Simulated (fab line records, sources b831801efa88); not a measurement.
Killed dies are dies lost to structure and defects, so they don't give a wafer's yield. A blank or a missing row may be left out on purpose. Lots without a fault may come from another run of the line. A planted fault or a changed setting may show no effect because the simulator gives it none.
Which tool did it? | flow sky130 | 12 lots, 36 wafers sampled, at 5 steps of a route of 708

WHAT THE GAUGES READ, wafer by wafer
SKY_GATE_OXIDE_THK_MEAS_02.
lot  | measured     | on            | GATE_OXIDE_OXIDATION_00_THK (nm)
L577 | day 12 19:37 | film_metro-03 | 10.12 10.19 10.39
L578 | day 13 10:51 | film_metro-04 | 10.38 10.26 10.21
L579 | day 13 19:53 | film_metro-03 | 10.10 9.99 10.16
L583 | day 15 08:31 | film_metro-03 | 10.06 10.00 9.94
L584 | day 15 14:49 | film_metro-02 | 9.97 10.04 9.99
L585 | day 15 14:49 | film_metro-04 | 10.45 10.25 10.39
L586 | day 16 03:59 | film_metro-02 | 10.26 10.27 10.28
L589 | day 17 11:54 | film_metro-02 | 10.10 10.12 10.03
L594 | day 19 11:08 | film_metro-04 | 10.24 10.25 10.27
L595 | day 19 12:32 | film_metro-03 | 10.34 10.14 10.21
L598 | day 20 08:04 | film_metro-02 | 9.93 9.89 9.94
L599 | day 20 14:29 | film_metro-03 | 10.19 10.14 10.41

SKY_LDD_HVN_TW_MEAS_10.
lot  | measured     | on            | LDD_HVN_TW
L577 | day 20 06:43 | film_metro-01 | 1480 1479 1473
L578 | day 21 04:40 | film_metro-01 | 1473 1473 1470
L579 | day 21 16:58 | film_metro-04 | 1412 1407 1420
L583 | day 23 07:35 | film_metro-02 | 1426 1428 1423
L584 | day 23 08:49 | film_metro-02 | 1425 1425 1414
L585 | day 23 10:19 | film_metro-02 | 1424 1423 1420
L586 | day 24 01:33 | film_metro-01 | 1474 1470 1473
L589 | day 25 11:04 | film_metro-04 | 1216 1207 1209 1208 1213 1215
L594 | day 27 07:14 | film_metro-04 | 1411 1414 1410
L595 | day 27 09:35 | film_metro-02 | 1235 1240 1235 1235 1240 1229
L598 | day 28 02:13 | film_metro-02 | 1420 1421 1417
L599 | day 28 07:19 | film_metro-01 | 1470 1468 1475

SKY_SPACER_THK_MEAS_01.
lot  | measured     | on            | SPACER_CVD_00_THK (nm)
L577 | day 22 21:41 | film_metro-02 | 42.8 43.1 43.3
L578 | day 23 19:15 | film_metro-04 | 43.0 43.3 43.4
L579 | day 24 08:02 | film_metro-03 | 42.3 42.5 42.1
L583 | day 25 20:52 | film_metro-04 | 43.2 42.6 43.0
L584 | day 25 22:02 | film_metro-04 | 42.6 42.3 42.6
L585 | day 25 23:15 | film_metro-02 | 43.1 42.7 42.8
L586 | day 26 13:59 | film_metro-04 | 42.7 42.9 42.5
L589 | day 28 00:32 | film_metro-04 | 41.9 41.9 42.5
L594 | day 29 18:40 | film_metro-04 | 43.3 43.8 43.4
L595 | day 29 20:55 | film_metro-03 | 42.5 42.8 43.0
L598 | day 30 14:10 | film_metro-04 | 42.5 42.7 43.0
L599 | day 30 18:20 | film_metro-03 | 43.2 43.3 43.2

WHICH TOOL RAN EACH LOT (tool, then ch and the chambers of the sampled wafers, then the start)
lot  | SKY_POLY_GATE_STRIP_18               | SKY_LDD_HVN_IMPLANT_08
L577 | plasma_asher-04 ch 0,1, day 16 09:45 | implanter-04 ch 0, day 20 06:28
L578 | plasma_asher-04 ch 0,1, day 17 04:59 | implanter-04 ch 0, day 21 04:25
L579 | plasma_asher-02 ch 0,1, day 17 17:00 | implanter-01 ch 0, day 21 16:43
L583 | plasma_asher-03 ch 0,1, day 19 08:37 | implanter-04 ch 0, day 23 07:22
L584 | plasma_asher-02 ch 1, day 19 12:20   | implanter-01 ch 0, day 23 08:34
L585 | plasma_asher-03 ch 0,1, day 19 12:41 | implanter-04 ch 0, day 23 10:04
L586 | plasma_asher-03 ch 0,1, day 20 03:48 | implanter-01 ch 0, day 24 01:18
L589 | plasma_asher-02 ch 0,1, day 21 13:34 | implanter-01 ch 0, day 25 10:49
L594 | plasma_asher-02 ch 0,1, day 23 12:24 | implanter-02 ch 0, day 27 07:00
L595 | plasma_asher-04 ch 0,1, day 23 14:15 | implanter-01 ch 0, day 27 09:21
L598 | plasma_asher-04 ch 0,1, day 24 07:38 | implanter-02 ch 0, day 28 01:58
L599 | plasma_asher-04 ch 0,1, day 24 13:06 | implanter-02 ch 0, day 28 07:04
- SKY_POLY_GATE_STRIP_18: strips in O2/N2.
- SKY_LDD_HVN_IMPLANT_08

WHAT THE TOOLS THEMSELVES READ (means of the sampled wafers that have a number; where no wafer has one, the mark that the record gives instead)
SKY_POLY_GATE_STRIP_18.
lot  | tool            | drypump_motor_current_A (A) | oes_product_au (a.u.) | strip_time_to_endpoint_s (s)
L577 | plasma_asher-04 | 5.3                         | 0.359                 | 3.13
L578 | plasma_asher-04 | 5.5                         | 0.362                 | 3.16
L579 | plasma_asher-02 | 5.6                         | 0.358                 | 3.16
L583 | plasma_asher-03 | 6.0                         | 0.358                 | 3.19
L584 | plasma_asher-02 | 5.5                         | 0.359                 | 3.15
L585 | plasma_asher-03 | 6.0                         | 0.362                 | 3.15
L586 | plasma_asher-03 | 5.5                         | 0.360                 | 3.18
L589 | plasma_asher-02 | 5.6                         | 0.364                 | 3.14
L594 | plasma_asher-02 | 5.5                         | 0.364                 | 3.18
L595 | plasma_asher-04 | 5.5                         | 0.364                 | 3.14
L598 | plasma_asher-04 | 5.5                         | 0.357                 | 3.11
L599 | plasma_asher-04 | 5.3                         | 0.361                 | 3.19

SKY_LDD_HVN_IMPLANT_08.
lot  | tool         | dose_ions_cm2 | faraday_current_uA
L577 | implanter-04 | 3e+13         | 171
L578 | implanter-04 | 3e+13         | 169
L579 | implanter-01 | 3e+13         | 171
L583 | implanter-04 | 3e+13         | 169
L584 | implanter-01 | 3e+13         | 166
L585 | implanter-04 | 3e+13         | 169
L586 | implanter-01 | 3e+13         | 169
L589 | implanter-01 | 2e+13         | 107
L594 | implanter-02 | 3e+13         | 172
L595 | implanter-01 | 2e+13         | 107
L598 | implanter-02 | 3e+13         | 171
L599 | implanter-02 | 3e+13         | 171

THE ANSWER, worked out from the rows above alone
Rule: what is usual is taken from the lots themselves. Put in order of their means at a reading, lots are off if they are a third of the lots or fewer, leave a main group of 4 or more, and stand apart from it by a gap of 3 or more times the standard deviation of the main group's means; of several such gaps the widest counts. A main group whose means are all the same, to the digits that the tables above print for the reading, isn't used. A lot without any number at a reading at which 4 lots or more have one is off too. The other lots that the step has rows for count as sound. The gauges are gone through in route order, then the tools' own readings, and for those a lot's mean is taken as printed above. The first step at which some lot is off is used, and at that step the reading that is off furthest; a lot without a number counts as furthest.
Off: L589, L595, at SKY_LDD_HVN_TW_MEAS_10 (LDD_HVN_TW). The main group: mean 1441, standard deviation 27.
A tool fits if, at a process step before that reading, it ran every lot that is off, and no sound lot after the first of them. The gauges at SKY_LDD_HVN_TW_MEAS_10 aren't tried: what is off there is off at SKY_LDD_HVN_IMPLANT_08 too, on other tools, and a gauge's error can't cause that. One fits: implanter-01 at SKY_LDD_HVN_IMPLANT_08. Its last sound lot is L586 (day 24 01:18), its first lot that is off L589 (day 25 10:49): a fault that began between those two fits.
The tool's own readings at SKY_LDD_HVN_IMPLANT_08 bear it out: on the lots that are off they differ by more than 5 times the standard deviation of the sound lots' means. dose_ions_cm2 reads 2e+13 there against 3e+13 on the sound lots; faraday_current_uA reads 107 there against 170 on the sound lots.

WHAT THE SIMULATOR HAD PUT IN
Process parameter drift: implanter-01, from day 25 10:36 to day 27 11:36, at SKY_LDD_HVN_IMPLANT_08. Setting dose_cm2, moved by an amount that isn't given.
Lots struck among those shown: L589, L595. The rule above found the same.
